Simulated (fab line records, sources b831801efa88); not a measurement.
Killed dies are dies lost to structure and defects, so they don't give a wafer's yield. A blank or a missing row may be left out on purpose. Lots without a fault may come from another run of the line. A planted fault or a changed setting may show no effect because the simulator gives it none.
fab line records | flow sky130
record lots=11 wafers=33 last_day=50
route steps=708 shown LDD_LDN@296 POLY_CUT@319 SD_P@331 SD_N@351 PAD_OPEN@708
lots that met no fault: from a run of the same line without faults
start_h: hours from the record's first day to the start of the lot's first wafer shown | wait_h: hours since the lot's step before | " the same as in the row above | L1.1+2: a row that stands for several wafers | - no value, or no start given | * or withheld: withheld | < > ~ a bound
route shown NAME@n: a module of which the file shows steps, and the number in the route of the first | usual: mean/standard deviation of fault-free wafers | same: alike in all rows | chamber/n: place in a boat | sites: the reading at each site | _std_site: their standard deviation | _edge_site: outer sites' mean less inner sites' | radius_mm: how far each site lies from the wafer's centre | mask NAME#n: copy n | behind: the tool/chamber that last shaped the wafer | hold: why the lot was held/for how many hours/how that ended | device: the transistor (n, p or np) that didn't switch | end of line: the same wafers' tests at the end of the route | a step without rows: its recipe alone | killed: dies lost to structure and defects at the first sort, not the wafer's yield | map: a wafer's dies, x killed, . not, _ none there
set.NAME: the setting as run; set.NAME@STEP: as run at that earlier step | model.NAME: the simulator's own value behind a step, which no gauge read
steps of the route over a sample of lots; a table a step, a row a wafer
services: from which hour (start_h, from the record's first day; less than 0 if before it) a tool's chamber was out of use, for how many hours, and why
## steps
# step SKY_LDD_LDN_OVL_MEAS_07
# usual LDD_LDN_OVL=0.7/1.3
# columns lot.wafer tool chamber start_h wait_h LDD_LDN_OVL[nm]
L684.2 overlay-01 - 533.65 0.1 0.2
L684.3 " - " " -0.1
L684.4 " - " " 0.6
L688.1 overlay-02 - 572.03 0.1 -0.1
L688.4 " - " " 0.4
L688.6 " - " " -1.5
L690.1 overlay-01 - 591.83 0.1 2.3
L690.2 " - " " 1.2
L690.3 " - " " 1.4
L697.3 overlay-01 - 644.34 0.1 0.7
L697.5 " - " " -1.0
L697.6 " - " " -0.5
L698.2 overlay-02 - 648.99 0.1 -0.1
L698.5 " - " " 1.3
L698.6 " - " " -0.3
L699.2 overlay-01 - 667.00 0.1 4.9
L699.5 " - " " 2.7
L699.6 " - " " 2.5
L700.1 overlay-01 - 668.88 0.1 1.9
L700.4 " - " " 2.0
L700.5 " - " " 0.2
L702.2 overlay-01 - 685.00 0.1 -1.9
L702.3 " - " " -1.0
L702.5 " - " " -0.9
L703.3 overlay-01 - 695.35 0.1 -0.5
L703.5 " - " " 0.2
L703.6 " - " " -1.0
L704.1 overlay-02 - 705.77 0.1 -0.2
L704.2 " - " " -0.7
L704.6 " - " " 1.0
L705.1 overlay-02 - 718.27 0.1 0.3
L705.3 " - " " 1.6
L705.5 " - " " -0.6
# step SKY_POLY_CUT_STRIP_12
# recipe chemistry=O2/N2 power_w=1400 pressure_mtorr=1500 platen_temp_c=withheld o2_flow_sccm=3000 n2_flow_sccm=300 overash_fraction=0.5
# usual drypump_motor_current_A=6.0/0.78 oes_product_au=0.453/0.0042 strip_time_to_endpoint_s=5.359/0.016
# columns lot.wafer tool chamber start_h wait_h drypump_motor_current_A oes_product_au rf_hours_counter_h strip_time_to_endpoint_s
L684.2 plasma_asher-03 0 566.51 0.0 6.5 0.454 87 5.362
L684.3 " 0 " " 6.5 0.449 - 5.341
L684.4 " 1 " " 6.7 0.455 - 5.334
L688.1 plasma_asher-03 1 605.50 0.0 6.7 0.453 91 5.340
L688.4 " 0 " " 6.5 0.452 - 5.358
L688.6 " 1 " " 6.7 0.452 - 5.376
L690.1 plasma_asher-02 1 624.46 0.0 5.0 0.462 82 5.330
L690.2 " 0 " " 4.8 0.451 82 5.323
L690.3 " 1 " " 5.0 0.450 - 5.349
L697.3 plasma_asher-03 0 675.80 0.1 6.5 0.447 - 5.347
L697.5 " 0 " " 6.4 0.453 - 5.349
L697.6 " 1 " " 6.7 0.451 - 5.349
L698.2 plasma_asher-03 1 680.70 0.0 6.7 0.452 99 5.349
L698.5 " 1 " " 6.7 0.446 - 5.356
L698.6 " 0 " " 6.5 0.457 - 5.347
L699.2 plasma_asher-03 1 698.70 0.1 6.7 0.454 103 5.377
L699.5 " 0 " " 6.5 0.446 - 5.362
L699.6 " 1 " " 6.7 0.447 - 5.368
L700.1 plasma_asher-03 1 700.35 0.0 6.7 0.461 103 5.376
L700.4 " 1 " " 6.7 0.453 - 5.381
L700.5 " 0 " " 6.5 0.452 - 5.343
L702.2 plasma_asher-02 0 716.72 0.0 4.8 0.458 89 5.347
L702.3 " 0 " " 4.8 0.449 - 5.344
L702.5 " 1 " " 5.1 0.455 - 5.376
L703.3 plasma_asher-03 0 726.93 0.1 6.5 0.456 - 5.377
L703.5 " 1 " " 6.7 0.450 - 5.356
L703.6 " 0 " " 6.4 0.456 - 5.346
L704.1 plasma_asher-02 1 736.25 0.0 5.0 0.446 91 5.353
L704.2 " 0 " " 4.8 0.450 91 5.351
L704.6 " 0 " " 4.8 0.452 - 5.348
L705.1 plasma_asher-03 0 748.16 0.0 6.4 0.448 1 5.346
L705.3 " 0 " " 6.4 0.455 - 5.358
L705.5 " 0 " " 6.5 0.454 - 5.365
# step SKY_SD_P_TW_MEAS_11
# usual SD_P_TW=2814/31
# columns lot.wafer tool chamber start_h wait_h SD_P_TW
L684.2 film_metro-04 - 596.36 0.1 2814
L684.3 " - " " 2810
L684.4 " - " " 2804
L688.1 film_metro-03 - 635.79 0.1 2789
L688.4 " - " " 2793
L688.6 " - " " 2786
L690.1 film_metro-03 - 654.44 0.1 2783
L690.2 " - " " 2795
L690.3 " - " " 2811
L697.3 film_metro-03 - 705.82 0.1 2794
L697.5 " - " " 2804
L697.6 " - " " 2808
L698.2 film_metro-04 - 710.15 0.1 2813
L698.5 " - " " 2817
L698.6 " - " " 2790
L699.2 film_metro-04 - 727.20 0.1 2805
L699.5 " - " " 2798
L699.6 " - " " 2807
L700.1 film_metro-03 - 728.49 0.1 2800
L700.4 " - " " 2808
L700.5 " - " " 2785
L702.2 film_metro-04 - 745.00 0.1 2799
L702.3 " - " " 2797
L702.5 " - " " 2793
L703.3 film_metro-04 - 754.52 0.1 2797
L703.5 " - " " 2822
L703.6 " - " " 2800
L704.1 film_metro-03 - 763.09 0.1 2789
L704.2 " - " " 2787
L704.6 " - " " 2789
L705.1 film_metro-01 - 775.12 0.1 2859
L705.3 " - " " 2847
L705.5 " - " " 2877
# step SKY_SD_N_IMPLANT_09
# recipe species=As energy_kev=50 dose_cm2=4e+15 tilt_deg=0
# usual beam_energy_keV=50.003/0.016 beam_on_s=16.1/0.67
# columns lot.wafer tool chamber start_h wait_h beam_energy_keV beam_on_s
L684.2 implanter-01 0 655.30 0.0 50.030 15.5
L684.3 " 0 " " 50.020 15.3
L684.4 " 0 " " 50.000 15.4
L688.1 implanter-01 0 694.55 0.0 52.394 15.4
L688.4 " 0 " " 52.374 15.6
L688.6 " 0 " " 52.397 15.2
L690.1 implanter-01 0 712.06 0.0 52.396 15.6
L690.2 " 0 " " 52.385 15.3
L690.3 " 0 " " 52.398 15.3
L697.3 implanter-04 0 759.73 0.1 50.026 16.6
L697.5 " 0 " " 50.014 16.9
L697.6 " 0 " " 50.009 16.4
L698.2 implanter-04 0 763.97 0.0 49.997 16.9
L698.5 " 0 " " 50.012 16.7
L698.6 " 0 " " 50.008 17.3
L699.2 implanter-01 0 781.52 0.0 49.999 15.1
L699.5 " 0 " " 50.010 15.4
L699.6 " 0 " " 50.019 14.8
L700.1 implanter-04 0 781.94 0.0 49.992 16.9
L700.4 " 0 " " 49.978 17.1
L700.5 " 0 " " 50.008 16.7
L702.2 implanter-04 0 798.08 0.0 50.016 16.1
L702.3 " 0 " " 49.999 16.4
L702.5 " 0 " " 50.027 16.4
L703.3 implanter-01 0 806.99 0.1 49.990 15.4
L703.5 " 0 " " 49.972 15.5
L703.6 " 0 " " 50.000 15.3
L704.1 implanter-04 0 815.94 0.0 50.011 16.2
L704.2 " 0 " " 50.011 15.9
L704.6 " 0 " " 50.000 16.9
L705.1 implanter-01 0 827.99 0.0 49.998 15.8
L705.3 " 0 " " 49.976 15.3
L705.5 " 0 " " 50.020 15.7
# step SKY_SD_N_STRIP_11
# recipe chemistry=O2/N2 power_w=1400 pressure_mtorr=1500 platen_temp_c=withheld o2_flow_sccm=3000 n2_flow_sccm=300 overash_fraction=0.5
# usual drypump_motor_current_A=6.0/0.74 oes_product_au=0.528/0.0048 strip_time_to_endpoint_s=22.57/0.042
# columns lot.wafer tool chamber start_h wait_h drypump_motor_current_A oes_product_au rf_hours_counter_h strip_time_to_endpoint_s
L684.2 plasma_asher-02 1 655.58 0.1 5.0 0.527 86 22.63
L684.3 " 1 " " 5.0 0.519 - 22.66
L684.4 " 0 " " 4.8 0.530 - 22.63
L688.1 plasma_asher-03 0 694.85 0.1 6.5 0.518 102 23.03
L688.4 " 0 " " 6.5 0.524 - 23.01
L688.6 " 1 " " 6.7 0.522 - 22.96
L690.1 plasma_asher-03 0 712.36 0.1 6.5 0.520 105 22.95
L690.2 " 1 " " 6.7 0.521 105 22.92
L690.3 " 1 " " 6.7 0.522 - 22.96
L697.3 plasma_asher-03 1 760.01 0.1 6.7 0.526 - 22.59
L697.5 " 0 " " 6.5 0.522 - 22.58
L697.6 " 1 " " 6.7 0.523 - 22.61
L698.2 plasma_asher-03 1 764.25 0.1 6.7 0.527 2 22.61
L698.5 " 1 " " 6.7 0.532 - 22.58
L698.6 " 0 " " 6.5 0.525 - 22.61
L699.2 plasma_asher-01 0 781.80 0.1 5.9 0.519 39 22.55
L699.5 " 0 " " 5.9 0.520 - 22.61
L699.6 " 1 " " 6.6 0.529 - 22.55
L700.1 plasma_asher-03 1 782.24 0.1 6.7 0.526 4 22.58
L700.4 " 1 " " 6.7 0.526 - 22.51
L700.5 " 1 " " 6.7 0.531 - 22.59
L702.2 plasma_asher-02 0 798.35 0.1 4.8 0.528 97 22.46
L702.3 " 1 " " 5.1 0.527 - 22.50
L702.5 " 1 " " 5.1 0.537 - 22.50
L703.3 plasma_asher-02 1 807.27 0.1 5.1 0.527 - 22.55
L703.5 " 1 " " 5.0 0.530 - 22.58
L703.6 " 0 " " 4.8 0.523 - 22.55
L704.1 plasma_asher-02 1 816.24 0.1 5.1 0.526 98 22.57
L704.2 " 0 " " 4.8 0.530 98 22.56
L704.6 " 0 " " 4.8 0.526 - 22.57
L705.1 plasma_asher-03 0 828.29 0.1 6.5 0.526 8 22.59
L705.3 " 1 " " 6.7 0.526 - 22.62
L705.5 " 0 " " 6.5 0.525 - 22.61
# step SKY_SD_N_RS_MEAS_16
# recipe thk_meas_gauge=four-point-probe
# usual SD_N_RS=68.53/0.15
# columns lot.wafer tool chamber start_h wait_h SD_N_RS[ohm/sq]
L684.2 film_metro-03 - 655.99 0.1 68.34
L684.3 " - " " 68.44
L684.4 " - " " 68.42
L688.1 film_metro-01 - 695.23 0.1 66.74
L688.4 " - " " 67.03
L688.6 " - " " 67.00
L690.1 film_metro-01 - 712.75 0.1 66.83
L690.2 " - " " 66.86
L690.3 " - " " 66.78
L697.3 film_metro-03 - 760.46 0.1 68.39
L697.5 " - " " 68.43
L697.6 " - " " 68.40
L698.2 film_metro-04 - 764.65 0.1 68.76
L698.5 " - " " 68.81
L698.6 " - " " 68.66
L699.2 film_metro-03 - 782.20 0.1 68.50
L699.5 " - " " 68.36
L699.6 " - " " 68.36
L700.1 film_metro-01 - 782.71 0.1 68.62
L700.4 " - " " 68.60
L700.5 " - " " 68.52
L702.2 film_metro-03 - 798.75 0.1 68.41
L702.3 " - " " 68.36
L702.5 " - " " 68.44
L703.3 film_metro-01 - 807.66 0.1 68.49
L703.5 " - " " 68.40
L703.6 " - " " 68.60
L704.1 film_metro-03 - 816.62 0.1 68.42
L704.2 " - " " 68.40
L704.6 " - " " 68.41
L705.1 film_metro-03 - 828.67 0.1 68.31
L705.3 " - " " 68.33
L705.5 " - " " 68.38
# step SKY_PAD_OPEN_PROBE_99
# usual killed_at_M0_to_M3=42/7 killed_at_M4_up=2.8/1.8 killed_at_contacts=24/5.8 killed_at_front_end=15/4.8 killed_at_other=0.3/0.56 killed_dies=84/11 killed_open=46/7.8 killed_short=38/6.3
# same gross_dies=492 killed_at_back_side=0
# columns lot.wafer tool chamber start_h wait_h killed_at_M0_to_M3 killed_at_M4_up killed_at_contacts killed_at_front_end killed_at_other killed_dies killed_open killed_short
L698.2 prober-02 - 1158.78 0.1 57 0 30 16 0 103 56 47
L698.5 prober-02 - 1158.93 0.2 40 1 19 17 0 77 38 39
L698.6 prober-02 - 1158.98 0.2 45 3 21 18 0 87 45 42
L699.2 prober-01 - 1170.64 0.1 47 4 30 14 0 95 47 47
L699.5 prober-01 - 1170.79 0.2 39 2 24 16 0 81 41 40
L699.6 prober-01 - 1170.84 0.2 40 2 16 10 0 68 38 29
L702.2 prober-02 - 1182.40 0.1 45 0 26 27 0 98 61 37
L702.3 prober-02 - 1182.45 0.2 38 2 29 21 0 90 53 37
L702.5 prober-02 - 1182.55 0.2 41 1 25 20 0 87 53 34
# killed by level:class
L698.2 VIA1:geometric_particle:open=17 VIA2:geometric_particle:open=7 VIA3:geometric_particle:open=7 CONTACT:geometric_particle:short=7 VIA1:geometric_particle:short=7 LOCAL_INTERCONNECT:geometric_particle:short=6 POLY_GATE:geometric_particle:open=6 CONTACT:geometric_particle:open=6
L698.5 VIA1:geometric_particle:short=9 LI_CONTACT:geometric_particle:open=8 FIELD_ISO:geometric_particle:short=7 VIA1:geometric_particle:open=6 VIA2:geometric_particle:open=5 VIA3:geometric_particle:open=5 FIELD_ISO:geometric_particle:open=4 CONTACT:geometric_particle:open=4
L698.6 VIA1:geometric_particle:open=12 CONTACT:geometric_particle:open=9 METAL1:geometric_particle:short=7 FIELD_ISO:geometric_particle:short=6 VIA2:geometric_particle:open=6 POLY_GATE:geometric_particle:short=5 VIA3:geometric_particle:open=5 FIELD_ISO:geometric_particle:open=4
L699.2 VIA1:geometric_particle:open=14 LOCAL_INTERCONNECT:geometric_particle:short=10 CONTACT:geometric_particle:open=9 VIA2:geometric_particle:short=6 LI_CONTACT:geometric_particle:open=6 VIA3:geometric_particle:open=6 METAL2:geometric_particle:short=5 FIELD_ISO:geometric_particle:short=3
L699.5 CONTACT:geometric_particle:open=8 VIA1:geometric_particle:open=8 LOCAL_INTERCONNECT:geometric_particle:short=6 VIA2:geometric_particle:open=6 POLY_GATE:geometric_particle:open=5 POLY_GATE:geometric_particle:short=5 METAL1:geometric_particle:short=5 VIA3:geometric_particle:open=5
L699.6 VIA1:geometric_particle:open=11 CONTACT:geometric_particle:short=7 LI_CONTACT:geometric_particle:open=5 VIA1:geometric_particle:short=5 VIA3:geometric_particle:open=5 VIA3:geometric_particle:short=4 METAL2:geometric_particle:short=4 SPACER:geometric_particle:open=3
L702.2 LI_CONTACT:geometric_particle:open=10 POLY_GATE:geometric_particle:open=8 CONTACT:geometric_particle:open=8 POLY_GATE:geometric_particle:short=7 VIA1:geometric_particle:open=7 VIA2:geometric_particle:open=7 FIELD_ISO:geometric_particle:open=6 CONTACT:geometric_particle:short=5
L702.3 CONTACT:geometric_particle:open=13 VIA1:geometric_particle:open=13 CONTACT:geometric_particle:short=7 FIELD_ISO:geometric_particle:short=6 LI_CONTACT:geometric_particle:open=6 VIA3:geometric_particle:open=6 VIA1:geometric_particle:short=5 VIA2:geometric_particle:short=5
L702.5 VIA3:geometric_particle:open=9 CONTACT:geometric_particle:open=8 LI_CONTACT:geometric_particle:open=7 VIA1:geometric_particle:open=7 POLY_GATE:geometric_particle:open=6 VIA2:geometric_particle:open=6 FIELD_ISO:geometric_particle:open=5 FIELD_ISO:geometric_particle:short=5
## services
# columns tool chamber start_h hours kind
implanter-04 - 555.70 3.1 pm
plasma_asher-02 - 678.05 23.5 repair
plasma_asher-02 - 701.50 2.8 pm
plasma_asher-01 - 721.63 1.6 repair
plasma_asher-03 - 733.75 9.0 pm
plasma_asher-03 0 733.75 9.0 vent_cycle
plasma_asher-03 1 733.75 9.0 vent_cycle
plasma_asher-03 0 742.75 - clean
plasma_asher-03 1 742.75 - clean
implanter-04 - 750.00 3.3 pm
implanter-01 - 755.64 2.4 repair
plasma_asher-02 - 788.47 6.8 repair
implanter-01 - 799.19 1.5 repair
plasma_asher-02 - 805.37 1.3 repair
plasma_asher-03 - 806.11 4.6 repair
## key
first_sign step=SKY_SD_N_IMPLANT_09 reading=beam_energy_keV direction=up sigmas=99+ usual=* struck=*
effect step=SKY_SD_N_STRIP_11 reading=strip_time_to_endpoint_s direction=up sigmas=9.6 usual=* struck=*
effect step=SKY_SD_N_RS_MEAS_16 reading=SD_N_RS direction=down sigmas=11 usual=68.53 struck=66.87
met_at SKY_SD_N_IMPLANT_09
struck_lots L688,L690
tester_left_out L688,L690
not_acting_at SKY_LDD_LDN_OVL_MEAS_07,SKY_POLY_CUT_STRIP_12,SKY_SD_P_TW_MEAS_11
onset_between 655.30 694.55
earlier_fault kind=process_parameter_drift tool=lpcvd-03 chamber=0 onset_h=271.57 steps=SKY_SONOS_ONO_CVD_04 channel=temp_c offset=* shape=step end_h=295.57 stated=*
fault kind=process_parameter_drift tool=implanter-01 chamber=- onset_h=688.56 steps=SKY_SD_N_IMPLANT_09 channel=energy_kev offset=* shape=step end_h=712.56 acts_in=* stated=*
# tester_left_out: of these lots the tester's yield and bins aren't shown, on N5 and GAA mostly nor the transistor test; their killed dies are dies lost to structure and defects alone, not to doping, threshold or leakage, so they don't give the yield
